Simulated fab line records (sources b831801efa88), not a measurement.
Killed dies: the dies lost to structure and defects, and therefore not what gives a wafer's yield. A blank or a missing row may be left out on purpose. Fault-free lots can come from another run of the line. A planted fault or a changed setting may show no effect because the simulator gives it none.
The tool behind it: which one?	flow sky130	12 lots, 36 wafers sampled, at 5 steps of a route of 708

WHAT THE GAUGES READ, wafer by wafer
SKY_PWDE_OVL_MEAS_07.
lot	measured	on	PWDE_OVL (nm)
L981	day 3 20:34	overlay-02	1.1 2.0 -0.7
L983	day 4 02:43	overlay-02	3.5 3.1 3.1
L986	day 4 21:13	overlay-02	-0.8 1.6 -0.6
L991	day 6 07:52	overlay-02	1.0 1.2 -1.0
L990	day 6 08:31	overlay-02	-2.0 -1.7 -1.4
L992	day 6 08:52	overlay-01	2.6 0.9 2.0
L993	day 6 17:01	overlay-02	0.7 0.0 -1.4
L100	day 8 09:40	overlay-02	0.0 0.5 -0.8
L101	day 8 10:52	overlay-01	-1.6 -0.3 -1.4
L102	day 8 17:16	overlay-02	1.6 3.2 1.6
L103	day 8 21:58	overlay-01	0.5 0.0 0.7
L104	day 9 06:01	overlay-02	0.7 0.5 0.9

SKY_SONOS_TUNNEL_CD_MEAS_07: the cd target is 410 nm.
lot	measured	on	cd_nm (nm)
L981	day 11 07:47	cd_sem-02	413.6 415.6 412.6
L983	day 11 19:15	cd_sem-02	407.7 409.0 408.8
L986	day 12 18:07	cd_sem-02	409.4 408.3 406.6
L991	day 14 20:23	cd_sem-01	413.8 409.8 411.7
L990	day 14 20:40	cd_sem-02	408.0 409.0 407.6
L992	day 14 21:31	cd_sem-02	409.8 406.6 408.9
L993	day 15 09:59	cd_sem-02	- - -
L100	day 17 18:52	cd_sem-02	409.5 412.6 411.3
L101	day 17 19:48	cd_sem-01	413.0 412.7 411.1
L102	day 18 04:35	cd_sem-02	407.3 408.0 408.2
L103	day 18 14:13	cd_sem-01	411.7 407.8 412.0
L104	day 18 23:50	cd_sem-01	409.2 408.4 408.9

SKY_SONOS_TUNNEL_TW_MEAS_12.
lot	measured	on	SONOS_TUNNEL_TW
L981	day 11 08:22	film_metro-03	199.0 197.7 197.9
L983	day 11 19:49	film_metro-02	197.7 198.3 198.9
L986	day 12 18:42	film_metro-04	196.4 195.3 195.1
L991	day 14 20:56	film_metro-03	198.7 198.6 200.2
L990	day 14 21:14	film_metro-02	197.4 196.3 198.5
L992	day 14 22:07	film_metro-03	199.3 200.2 199.0
L993	day 15 10:32	film_metro-02	30.0 29.9 29.8
L100	day 17 19:26	film_metro-04	195.2 194.9 194.3
L101	day 17 20:21	film_metro-02	199.3 200.8 199.1
L102	day 18 05:08	film_metro-04	195.3 195.7 195.4
L103	day 18 14:47	film_metro-04	194.7 195.2 197.1
L104	day 19 00:34	film_metro-03	201.9 201.5 201.2

SKY_SD_N_RS_MEAS_18: measurement is done with a four-point probe.
lot	measured	on	RES_XHIGH_RS (ohm/sq)
L981	day 27 12:49	film_metro-02	335.6 333.7 335.9
L983	day 28 06:59	film_metro-03	333.1 332.1 333.0
L986	day 29 08:20	film_metro-02	334.1 332.4 334.2
L991	day 31 21:58	film_metro-02	335.8 335.4 334.7
L990	day 31 23:11	film_metro-02	333.9 333.2 333.3
L992	day 31 15:23	film_metro-03	332.9 334.1 333.2
L100	day 34 07:59	film_metro-01	332.8 333.6 332.9
L101	day 34 09:26	film_metro-01	333.3 334.5 334.2
L102	day 34 16:58	film_metro-03	332.0 333.1 332.8
L103	day 35 01:26	film_metro-02	331.7 331.6 332.0
L104	day 35 11:15	film_metro-01	333.0 330.7 331.9

WHICH TOOL RAN EACH LOT (tool, then ch and the chambers of the sampled wafers, then the start)
lot	SKY_SONOS_TUNNEL_EXPOSE_04
L981	iline_stepper-02 ch 0, day 10 19:59
L983	iline_stepper-01 ch 0, day 11 07:43
L986	iline_stepper-02 ch 0, day 12 06:44
L991	iline_stepper-02 ch 0, day 14 06:56
L990	iline_stepper-01 ch 0, day 14 07:29
L992	iline_stepper-01 ch 0, day 14 08:13
L993	iline_stepper-01 ch 0, day 14 21:17
L100	iline_stepper-01 ch 0, day 17 05:29
L101	iline_stepper-02 ch 0, day 17 06:22
L102	iline_stepper-02 ch 0, day 17 14:59
L103	iline_stepper-02 ch 0, day 17 23:08
L104	iline_stepper-02 ch 0, day 18 08:50
- SKY_SONOS_TUNNEL_EXPOSE_04: exposes mask TUNM, target cd 410 nm.

AS READ BY THE TOOLS THEMSELVES (means over the sampled wafers that have a number; for cases with no such wafer, the mark the record gives instead)
The record holds no such reading with a usual standard deviation.

THE ANSWER, worked out from the rows above alone
Rule: what is usual is taken from the lots themselves. The widest of any qualifying gaps counts: lots, ordered by their means at a reading, are off when they make up no more than a third of the lots, leave a main group of 4 or more, and stand apart from it by 3 or more times the standard deviation of that group's means. Not used: any main group whose means are identical at the precision the tables above print for the reading. A lot without any number at a reading at which 4 lots or more have one is off too. Where the step has rows for the other lots, those lots are counted as sound. The gauges are gone through in route order, then the tools' own readings, and for those a lot's mean is taken as printed above. At the first step where some lot is off, the reading lying furthest off is the one used; lots without a number count as furthest.
Off: L993 (SKY_SONOS_TUNNEL_CD_MEAS_07, cd_nm). Without a number there: L993. The main group has a mean of 410.0 nm with a standard deviation of 2.
If a tool, at a process step before that reading, ran all the lots that are off and no sound lot after the first of them, it fits. Not tried: the gauges at SKY_SONOS_TUNNEL_CD_MEAS_07; whatever is off there is also off at SKY_SONOS_TUNNEL_TW_MEAS_12, on other tools, and gauge error can't account for it. Not one of the candidates tried fits.

WHAT WAS PUT IN BY THE SIMULATOR
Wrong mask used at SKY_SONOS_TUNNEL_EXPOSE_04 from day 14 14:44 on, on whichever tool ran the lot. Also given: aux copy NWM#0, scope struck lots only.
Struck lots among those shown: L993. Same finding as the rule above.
